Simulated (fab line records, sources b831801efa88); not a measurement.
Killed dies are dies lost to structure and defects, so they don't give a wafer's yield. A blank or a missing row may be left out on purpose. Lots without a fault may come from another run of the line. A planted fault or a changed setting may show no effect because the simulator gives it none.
A struck lot beside a sound one | flow sky130 | 14 steps out of a route of 708
Sound: wafers L969.1, L969.2, L969.6. Struck: wafers L981.1, L981.3, L981.6. The cause comes at the end.
At each step with rows: each side's tool, then ch and its chambers, then its first start. Under that, the readings that differ: sound wafers | struck wafers | difference of the means | sigmas: that difference in standard deviations of wafers without a fault.
alike: readings whose means differ by less than 2 such deviations, and words and numbers that are the same on both sides. not compared: withheld readings, readings that some wafer has no value for, bounds like >300 that may hide the same value, and numbers for which the record gives no deviation and whose values overlap.
The two part at a step that has a row with sigmas, a row that says differs or no value, or rows on one side only. Numbers that don't overlap but have no deviation are shown without sigmas and don't part them. A reading that every wafer of one side lacks parts them only if that side has two wafers or more.

SKY_METAL2_SPUTTER_02: material AlCu, target thk 250 nm, time 13.3 s.
  sound on pvd_sputter-03, day 34 15:47; struck on pvd_sputter-02, day 38 08:04
  alike: throttle_valve_pct
SKY_METAL2_SPUTTER_03: material Ti, target thk 5 nm, time 3.3 s.
  sound on pvd_sputter-03, day 34 15:49; struck on pvd_sputter-02, day 38 08:05
  alike: throttle_valve_pct
SKY_METAL2_SPUTTER_04: material TiN, target thk 70 nm, time 58.3 s.
  sound on pvd_sputter-03, day 34 15:50; struck on pvd_sputter-02, day 38 08:07
  alike: throttle_valve_pct
SKY_METAL2_RS_MEAS_05: measures by four-point-probe.
  sound on film_metro-01, day 34 15:53; struck on film_metro-04, day 38 08:10
  reading                 | sound                | struck               | difference | sigmas
  METAL2_ALCU_RS (ohm/sq) | 0.1296 0.1308 0.1305 | 0.1261 0.1275 0.1263 | -0.0037    | -3
SKY_METAL2_THK_MEAS_06: measures by xrf.
  sound on film_metro-01, day 34 16:00; struck on film_metro-04, day 38 08:17
  alike: METAL2_ALCU_THK
then, 7 steps without rows for these wafers: SKY_METAL2_DEHYDRATE_07 (time 60 s); SKY_METAL2_HMDS_08 (prime time 60 s); SKY_METAL2_COAT_09 (resist thk 60 nm); SKY_METAL2_COAT_10 (resist thk 450 nm); SKY_METAL2_SOFTBAKE_11 (time 90 s); SKY_METAL2_EXPOSE_12 (exposes mask MM2, target cd 140 nm); SKY_METAL2_PEB_13.
SKY_METAL2_DEVELOP_14: develop time 60 s.
  sound on litho_track-03 ch 0, day 35 18:00; struck on litho_track-03, day 39 08:00
  no value came back on the struck wafers for chill_plate_temp_C (C), develop_time_s (s), developer_temp_C (C); on the sound wafers chill_plate_temp_C (C) reads 23.04 23.01 23.17
  reading                                       | sound           | struck            | difference | sigmas
  model.KrF-thick_of_METAL2_COAT_10.thk_nm (nm) | 438 438.3 436.7 | 449.3 450.1 449.5 | +12.0      |
SKY_METAL2_CD_MEAS_15: target cd 140 nm.
  sound on cd_sem-01, day 35 18:55; struck on cd_sem-02, day 39 08:55
  reading    | sound             | struck | difference                    | sigmas
  cd_nm (nm) | 139.6 139.6 138.6 | - - -  | no value on the struck wafers |

WHERE THEY PART
First at SKY_METAL2_RS_MEAS_05; last, within this record, at SKY_METAL2_CD_MEAS_15.

WHY: what the simulator had put in
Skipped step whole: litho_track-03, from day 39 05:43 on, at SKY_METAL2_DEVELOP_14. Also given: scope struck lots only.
